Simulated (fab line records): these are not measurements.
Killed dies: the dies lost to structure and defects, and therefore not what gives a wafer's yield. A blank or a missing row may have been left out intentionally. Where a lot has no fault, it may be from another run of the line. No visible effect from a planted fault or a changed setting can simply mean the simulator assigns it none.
Which of the tools did it?    flow gf180mcu    24 lots, 72 wafers sampled, at 5 steps of a route of 602

WHAT THE GAUGES READ, wafer by wafer
GF_VT_IMPLANT_TW_MEAS_21.
lot   measured      on             VT_IMPLANT_2_TW
L074  day 6 06:09   film-metro-04  1206 1206 1203
L075  day 6 10:28   film-metro-01  1244 1245 1246
L076  day 6 14:29   film-metro-04  1207 1219 1211
L077  day 7 02:34   film-metro-03  1205 1206 1214
L078  day 7 07:50   film-metro-04  1214 1216 1210
L079  day 7 13:01   film-metro-03  1216 1208 1206
L080  day 7 17:02   film-metro-04  1216 1223 1221
L081  day 7 20:25   film-metro-01  1239 1234 1242
L082  day 8 10:50   film-metro-03  1218 1212 1205
L083  day 8 10:58   film-metro-03  1219 1215 1217
L084  day 8 18:42   film-metro-03  1210 1214 1217
L085  day 9 00:01   film-metro-04  1217 1215 1218
L086  day 9 09:19   film-metro-01  1231 1235 1241
L087  day 9 21:34   film-metro-04  1210 1209 1216
L088  day 10 09:28  film-metro-01  1245 1234 1238
L089  day 10 12:22  film-metro-04  1207 1219 1210
L090  day 10 16:29  film-metro-01  1241 1233 1240
L091  day 10 20:52  film-metro-01  1239 1230 1234
L092  day 11 05:55  film-metro-04  1214 1206 1206
L093  day 11 09:10  film-metro-04  1208 1213 1212
L094  day 11 16:49  film-metro-01  1223 1227 1221
L095  day 11 21:40  film-metro-03  1222 1224 1224
L096  day 11 23:34  film-metro-03  1218 1230 1225
L097  day 12 09:15  film-metro-03  1214 1206 1214

GF_SAB_CD_MEAS_09 targets a cd of 420 nm.
lot   measured      on         cd-nm (nm)
L074  day 14 21:28  cd-sem-02  417.9 420.1 418.8
L075  day 15 06:14  cd-sem-01  421.3 418.6 418.6
L076  day 15 12:41  cd-sem-02  421.4 423.1 423.9
L077  day 16 07:19  cd-sem-01  424.4 423.0 421.3
L078  day 16 14:44  cd-sem-02  423.6 422.9 421.6
L079  day 17 00:32  cd-sem-01  418.6 417.1 416.1
L080  day 17 05:40  cd-sem-01  417.1 415.3 416.2
L081  day 17 08:47  cd-sem-02  415.6 416.7 416.7
L082  day 18 06:04  cd-sem-01  425.3 427.6 425.4
L083  day 18 06:49  cd-sem-01  418.7 418.8 421.7
L084  day 18 16:02  cd-sem-01  418.1 418.2 416.5
L085  day 19 00:17  cd-sem-01  421.9 420.3 418.9
L086  day 19 11:59  cd-sem-02  419.8 419.8 420.5
L087  day 20 00:22  cd-sem-02  420.5 420.1 420.8
L088  day 20 18:49  cd-sem-01  423.9 421.6 423.9
L089  day 20 23:04  cd-sem-01  414.7 416.6 416.9
L090  day 21 03:17  cd-sem-01  417.2 419.5 419.9
L091  day 21 12:24  cd-sem-01  419.4 418.7 417.4
L092  day 21 23:17  cd-sem-02  417.9 416.7 417.2
L093  day 22 00:47  cd-sem-02  415.0 416.0 416.0
L094  day 22 09:46  cd-sem-01  414.9 417.0 417.3
L095  day 22 16:16  cd-sem-02  418.7 417.8 415.5
L096  day 22 20:56  cd-sem-02  419.0 417.0 417.1
L097  day 23 06:19  cd-sem-01  421.7 419.6 420.5

GF_M5_OVL_MEAS_08.
lot   measured      on          M5_OVL (nm)
L074  day 26 02:08  overlay-02  1 -1 -1
L075  day 26 09:11  overlay-01  10 19 1
L076  day 26 16:59  overlay-02  6 6 -7
L077  day 27 10:24  overlay-01  0 3 9
L078  day 27 16:53  overlay-01  3 4 1
L079  day 28 01:17  overlay-01  -1 1 10
L080  day 28 06:43  overlay-01  4 7 -2
L081  day 28 07:26  overlay-02  19 13 14
L082  day 29 00:24  overlay-01  16 13 -3
L083  day 29 00:54  overlay-01  -8 -7 -3
L084  day 29 08:17  overlay-02  4 7 16
L085  day 29 16:35  overlay-01  -4 -4 -4
L086  day 30 01:45  overlay-02  4 5 5
L087  day 30 09:43  overlay-01  14 2 6
L088  day 31 01:32  overlay-01  6 5 8
L089  day 31 02:15  overlay-01  11 18 8
L090  day 31 07:08  overlay-01  0 2 0
L091  day 31 13:53  overlay-02  5 3 -3
L092  day 31 22:22  overlay-01  0 6 7
L093  day 32 00:20  overlay-01  -2 8 4
L094  day 32 06:45  overlay-02  0 1 5
L095  day 32 11:08  overlay-02  5 13 13
L096  day 32 13:33  overlay-02  2 11 6
L097  day 32 19:18  overlay-02  -5 2 -5

GF_V5_OVL_MEAS_15.
lot   measured      on          V5_OVL (nm)
L074  day 27 00:29  overlay-01  -1 -9 -4
L075  day 27 07:27  overlay-01  -3 -4 -8
L076  day 27 14:18  overlay-02  -7 -1 -3
L077  day 28 07:48  overlay-01  -9 -1 -5
L078  day 28 14:01  overlay-02  0 3 5
L079  day 28 22:09  overlay-01  -1 -4 -7
L080  day 29 02:49  overlay-02  -7 0 -4
L081  day 29 03:48  overlay-01  2 -2 5
L082  day 29 20:10  overlay-02  -8 -9 -9
L083  day 29 20:42  overlay-01  -5 -13 -8
L084  day 30 04:33  overlay-01  -7 -4 -6
L085  day 30 12:21  overlay-02  -9 -11 -7
L086  day 30 21:15  overlay-01  -2 -8 -6
L087  day 31 05:51  overlay-01  -5 -3 -6
L088  day 31 20:03  overlay-02  2 -5 -3
L089  day 31 21:21  overlay-02  -1 1 0
L090  day 32 01:43  overlay-01  -6 -7 -8
L091  day 32 08:08  overlay-02  2 -8 -8
L092  day 32 16:05  overlay-01  0 4 2
L093  day 32 17:18  overlay-02  -7 -6 -6
L094  day 33 09:09  overlay-02  13 3 9
L095  day 33 09:39  overlay-02  -9 0 -11
L096  day 33 09:30  overlay-01  3 4 -2
L097  day 33 13:06  overlay-02  -7 -3 7

WHAT TOOL EACH LOT RAN ON (gives the tool, then ch and the chambers of the sampled wafers, and finally the start)
lot   GF_SAB_CVD_00
L074  pecvd-02 ch 0,1, day 14 00:26
L075  pecvd-03 ch 1,2, day 14 09:31
L076  pecvd-03 ch 0,2, day 14 15:52
L077  pecvd-03 ch 0,1, day 15 09:34
L078  pecvd-02 ch 0,1, day 15 16:58
L079  pecvd-02 ch 0,1,2, day 16 02:23
L080  pecvd-03 ch 0,2, day 16 06:49
L081  pecvd-04 ch 0,1, day 16 09:40
L082  pecvd-02 ch 1,2, day 17 06:46
L083  pecvd-04 ch 0,1, day 17 07:42
L084  pecvd-03 ch 0,2, day 17 16:31
L085  pecvd-03 ch 0,1,2, day 18 00:03
L086  pecvd-03 ch 0,1,2, day 18 11:48
L087  pecvd-03 ch 0,1, day 19 00:16
L088  pecvd-03 ch 0,1,2, day 19 18:57
L089  pecvd-02 ch 0,1,2, day 19 23:00
L090  pecvd-02 ch 0,1,2, day 20 03:42
L091  pecvd-03 ch 1,2, day 20 13:02
L092  pecvd-02 ch 0,1,2, day 20 23:41
L093  pecvd-02 ch 0,1,2, day 21 01:59
L094  pecvd-03 ch 0,2, day 21 10:07
L095  pecvd-02 ch 0,1, day 21 16:50
L096  pecvd-04 ch 0,2, day 21 22:07
L097  pecvd-03 ch 0,2, day 22 07:34
- GF_SAB_CVD_00: deposits SiO2 from TEOS, target thk 50 nm, time 4.9302 s.

WHAT THE TOOLS THEMSELVES READ (means of the sampled wafers that have a number; where no wafer has one, the mark that the record gives instead)
GF_SAB_CVD_00.
lot   tool      heater-power-w (W)
L074  pecvd-02  650
L075  pecvd-03  711
L076  pecvd-03  567
L077  pecvd-03  629
L078  pecvd-02  634
L079  pecvd-02  619
L080  pecvd-03  556
L081  pecvd-04  690
L082  pecvd-02  601
L083  pecvd-04  655
L084  pecvd-03  559
L085  pecvd-03  635
L086  pecvd-03  675
L087  pecvd-03  599
L088  pecvd-03  644
L089  pecvd-02  685
L090  pecvd-02  700
L091  pecvd-03  694
L092  pecvd-02  671
L093  pecvd-02  674
L094  pecvd-03  591
L095  pecvd-02  674
L096  pecvd-04  784
L097  pecvd-03  598

THE ANSWER, worked out from the rows above alone
Rule: the usual values come from the lots themselves. Put in order of their means at a reading, lots are off if they are a third of the lots or fewer, leave a main group of 4 or more, and stand apart from it by a gap of 3 or more times the standard deviation of the main group's means; of several such gaps the widest counts. A main group is skipped when, at the precision printed for the reading in the tables above, its means are all equal. Also off: a lot with no number at a reading for which 4 or more lots have one. Any other lot the step has rows for is counted as sound. After the gauges, taken in route order, come the tools' own readings; for these a lot's mean is taken, as printed above. At the first step where some lot is off, the reading lying furthest off is the one used; lots without a number count as furthest.
No lot is off at any reading shown: from this, nothing can be told.

WHAT WAS PUT IN BY THE SIMULATOR
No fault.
